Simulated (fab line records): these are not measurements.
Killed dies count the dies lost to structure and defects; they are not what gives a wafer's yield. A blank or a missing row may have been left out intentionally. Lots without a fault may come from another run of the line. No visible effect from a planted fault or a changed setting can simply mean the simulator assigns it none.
Which tool was responsible? | flow sky130 | 11 lots, 33 wafers sampled, at 5 steps of a route of 708

## WHAT THE GAUGES READ, wafer by wafer
Not one reading of a measure or inspect step in the record can be checked against a usual standard deviation.

## WHICH TOOL RAN EACH LOT (tool, then ch and the chambers of the sampled wafers, then the start)
lot  | SKY_VIA3_ETCH_15                   | SKY_VIA3_STRIP_16                    | SKY_VIA3_SPUTTER_20          | SKY_METAL4_SPUTTER_01        | SKY_PAD_OPEN_PROBE_99
L676 | rie_diel-03 ch 1,2,3, day 39 01:59 | plasma_asher-01 ch 0,1, day 39 02:03 | pvd_sputter-04, day 39 02:38 | pvd_sputter-02, day 39 03:20 | -
L679 | rie_diel-03 ch 0,1,3, day 40 04:11 | plasma_asher-04 ch 0,1, day 40 04:15 | pvd_sputter-03, day 40 04:53 | pvd_sputter-02, day 40 05:41 | -
L681 | rie_diel-02 ch 0,1,3, day 40 22:23 | plasma_asher-04 ch 0,1, day 40 22:26 | pvd_sputter-04, day 40 23:02 | pvd_sputter-03, day 40 23:43 | prober-02, day 46 19:35
L684 | rie_diel-03 ch 0,1,2, day 41 22:56 | plasma_asher-04 ch 0,1, day 41 22:59 | pvd_sputter-04, day 41 23:35 | pvd_sputter-02, day 42 00:17 | -
L685 | rie_diel-01 ch 0,1,2, day 42 19:59 | plasma_asher-03 ch 0,1, day 42 20:02 | pvd_sputter-04, day 42 20:40 | pvd_sputter-04, day 42 21:21 | -
L686 | rie_diel-03 ch 0,2,3, day 42 20:56 | plasma_asher-01 ch 0,1, day 42 20:59 | pvd_sputter-04, day 42 21:37 | pvd_sputter-04, day 42 22:18 | prober-01, day 48 04:11
L687 | rie_diel-03 ch 0,2,3, day 42 23:59 | plasma_asher-03 ch 0,1, day 43 00:05 | pvd_sputter-04, day 43 00:38 | pvd_sputter-04, day 43 01:20 | prober-02, day 48 09:17
L688 | rie_diel-02 ch 1,2, day 43 12:41   | plasma_asher-01 ch 0,1, day 43 12:44 | pvd_sputter-04, day 43 13:20 | pvd_sputter-02, day 43 14:01 | -
L697 | rie_diel-03 ch 0,1,3, day 46 01:05 | plasma_asher-04 ch 0,1, day 46 01:09 | pvd_sputter-03, day 46 01:44 | pvd_sputter-02, day 46 02:50 | -
L698 | rie_diel-02 ch 0,1,3, day 46 01:34 | plasma_asher-01 ch 0,1, day 46 01:37 | pvd_sputter-01, day 46 02:13 | pvd_sputter-04, day 46 03:26 | -
L699 | rie_diel-01 ch 0,3, day 46 11:08   | plasma_asher-01 ch 0,1, day 46 11:11 | pvd_sputter-03, day 46 11:47 | pvd_sputter-04, day 46 12:29 | -
- SKY_VIA3_ETCH_15: etches SiO2 in C4F8/O2/Ar, stops on TiN, target depth 507 nm, time 78 s.
- SKY_VIA3_STRIP_16: strips in O2/N2.
- SKY_VIA3_SPUTTER_20: material TiN, target thk 20 nm, time 80 s.
- SKY_METAL4_SPUTTER_01: material TiN, target thk 20 nm, time 17.31 s.
- SKY_PAD_OPEN_PROBE_99

## WHAT THE TOOLS THEMSELVES READ (means of the sampled wafers that have a number; where no wafer has one, the mark that the record gives instead)
SKY_VIA3_ETCH_15. Usual: chamber_pressure_mTorr 40.00 mTorr, standard deviation 0.035; oes_product_au 0.947 a.u., standard deviation 0.0048.
lot  | tool        | chamber_pressure_mTorr (mTorr) | oes_product_au (a.u.) | flag
L676 | rie_diel-03 | 40.02                          | 0.948                 |
L679 | rie_diel-03 | 40.02                          | 0.952                 |
L681 | rie_diel-02 | 40.01                          | 0.947                 |
L684 | rie_diel-03 | 40.02                          | 0.944                 |
L685 | rie_diel-01 | 39.97                          | 0.948                 |
L686 | rie_diel-03 | 39.98                          | 0.947                 |
L687 | rie_diel-03 | 40.00                          | 0.945                 |
L688 | rie_diel-02 | 39.99                          | 0.948                 |
L697 | rie_diel-03 | 40.04                          | 0.941                 |
L698 | rie_diel-02 | 39.97                          | 0.945                 |
L699 | rie_diel-01 | 39.98                          | 0.946                 |

SKY_VIA3_STRIP_16. Usual: chamber_pressure_mTorr 1499.9 mTorr, standard deviation 1.3; drypump_motor_current_A 5.6 A, standard deviation 0.44; oes_product_au 0.402 a.u., standard deviation 0.0045; strip_time_to_endpoint_s 4.117 s, standard deviation 0.026.
lot  | tool            | chamber_pressure_mTorr (mTorr) | drypump_motor_current_A (A) | oes_product_au (a.u.) | strip_time_to_endpoint_s (s) | flag
L676 | plasma_asher-01 | 1499.9                         | 5.4                         | 0.402                 | 4.139                        |
L679 | plasma_asher-04 | 1500.6                         | 5.6                         | 0.397                 | 4.108                        |
L681 | plasma_asher-04 | 1500.2                         | 5.6                         | 0.401                 | 4.120                        |
L684 | plasma_asher-04 | 1499.3                         | 5.3                         | 0.403                 | 4.116                        |
L685 | plasma_asher-03 | 1499.7                         | 5.9                         | 0.404                 | 4.122                        |
L686 | plasma_asher-01 | 1498.9                         | 5.6                         | 0.395                 | 4.106                        |
L687 | plasma_asher-03 | 1498.9                         | 5.9                         | 0.401                 | 4.108                        |
L688 | plasma_asher-01 | 1500.0                         | 5.4                         | 0.400                 | 4.131                        |
L697 | plasma_asher-04 | 1500.0                         | 5.3                         | 0.401                 | 4.154                        |
L698 | plasma_asher-01 | 1501.1                         | 5.4                         | 0.404                 | 4.139                        |
L699 | plasma_asher-01 | 1499.4                         | 5.4                         | 0.405                 | 4.117                        |

SKY_VIA3_SPUTTER_20. Usual: cathode_dc_power_W 4000.1 W, standard deviation 0.72; throttle_valve_pct 29.7 %, standard deviation 0.96.
lot  | tool           | cathode_dc_power_W (W) | throttle_valve_pct (%) | flag
L676 | pvd_sputter-04 | 4000.4                 | 29.2                   |
L679 | pvd_sputter-03 | 4000.2                 | 29.5                   |
L681 | pvd_sputter-04 | 4000.2                 | 29.3                   |
L684 | pvd_sputter-04 | 4000.3                 | 29.7                   |
L685 | pvd_sputter-04 | 4000.2                 | 29.1                   |
L686 | pvd_sputter-04 | 3589.9                 | 29.1                   | OFF
L687 | pvd_sputter-04 | 3590.0                 | 29.1                   | OFF
L688 | pvd_sputter-04 | 3590.3                 | 29.1                   | OFF
L697 | pvd_sputter-03 | 3999.9                 | 29.4                   |
L698 | pvd_sputter-01 | 4000.4                 | 30.5                   |
L699 | pvd_sputter-03 | 3999.0                 | 29.7                   |

SKY_METAL4_SPUTTER_01. Usual: cathode_dc_power_W 6499.9 W, standard deviation 1.1; throttle_valve_pct 29.8 %, standard deviation 1.1.
lot  | tool           | cathode_dc_power_W (W) | throttle_valve_pct (%) | flag
L676 | pvd_sputter-02 | 6499.7                 | 30.9                   |
L679 | pvd_sputter-02 | 6499.7                 | 30.5                   |
L681 | pvd_sputter-03 | 6499.6                 | 29.3                   |
L684 | pvd_sputter-02 | 6499.0                 | 30.3                   |
L685 | pvd_sputter-04 | 6500.2                 | 29.7                   |
L686 | pvd_sputter-04 | 6500.7                 | 29.1                   |
L687 | pvd_sputter-04 | 6499.3                 | 29.2                   |
L688 | pvd_sputter-02 | 6499.0                 | 30.2                   |
L697 | pvd_sputter-02 | 6500.5                 | 30.6                   |
L698 | pvd_sputter-04 | 6500.4                 | 29.4                   |
L699 | pvd_sputter-04 | 6499.8                 | 29.8                   |

SKY_PAD_OPEN_PROBE_99. Usual: defect_limited_yield 82.3 %, standard deviation 1.9; killed_at_M0_to_M3 44, standard deviation 7.6; killed_at_M4_up 3.2, standard deviation 1.7; killed_at_contacts 24, standard deviation 5.7; killed_at_front_end 16, standard deviation 3.9; killed_at_other 0.2, standard deviation 0.45; killed_dies 87, standard deviation 9.5; killed_open 47, standard deviation 6.9; killed_short 40, standard deviation 5.8; sort_bin_3_pad_short 0.9 %, standard deviation 0.4; sort_bin_5_function 10.4 %, standard deviation 1.4; sort_bin_6_memory 6.4 %, standard deviation 1.1; sort_n_pass 405, standard deviation 9.5; sort_yield_pct 82.3 %, standard deviation 1.9.
lot  | tool      | defect_limited_yield (%) | killed_at_M0_to_M3 | killed_at_M4_up | killed_at_contacts | killed_at_front_end | killed_at_other | killed_dies | killed_open | killed_short | sort_bin_3_pad_short (%) | sort_bin_5_function (%) | sort_bin_6_memory (%) | sort_n_pass | sort_yield_pct (%) | flag
L681 | prober-02 | 84.4                     | 36                 | 2.0             | 22                 | 17                  | 0.3             | 77          | 44          | 33           | 0.9                      | 8.8                     | 5.8                   | 415         | 84.4               |
L686 | prober-01 | 82.2                     | 46                 | 4.0             | 22                 | 15                  | 0.3             | 87          | 49          | 38           | 0.9                      | 9.7                     | 7.0                   | 405         | 82.2               |
L687 | prober-02 | 81.7                     | 49                 | 3.7             | 22                 | 14                  | 0.3             | 90          | 49          | 41           | 1.1                      | 10.4                    | 6.7                   | 402         | 81.7               |

## THE ANSWER, worked out from the rows above alone
Rule: lot off if the mean of its wafers having a number is beyond 3 standard deviations from the usual mean. Also off: a lot with no number at a reading for which 4 or more lots have one. All remaining lots with rows at the step are treated as sound. After the gauges, taken in route order, come the tools' own readings; for these a lot's mean is taken, as printed above. The first step at which some lot is off is used, and at that step the reading that is off furthest; a lot without a number counts as furthest.
Off, at SKY_VIA3_SPUTTER_20 on cathode_dc_power_W: L686, L687, L688.
If a tool, at that step or one of the process steps before it, ran each lot that is off and ran no sound lot following the first of them, it fits. One fits: SKY_VIA3_SPUTTER_20 on pvd_sputter-04. Its last sound lot is L685 (day 42 20:40), its first lot that is off L686 (day 42 21:37): a fault that began between those two fits.
The tool's own readings at SKY_VIA3_SPUTTER_20 bear it out: on the lots that are off they differ by more than 5 times the standard deviation of the sound lots' means. cathode_dc_power_W reads 3590.1 W there against 4000.1 W on the sound lots.

## WHAT HAD BEEN PUT IN BY THE SIMULATOR
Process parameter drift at SKY_VIA3_SPUTTER_20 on pvd_sputter-04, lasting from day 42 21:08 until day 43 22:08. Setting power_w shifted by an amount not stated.
Lots struck among those shown: L686, L687, L688. Same finding as the rule above.
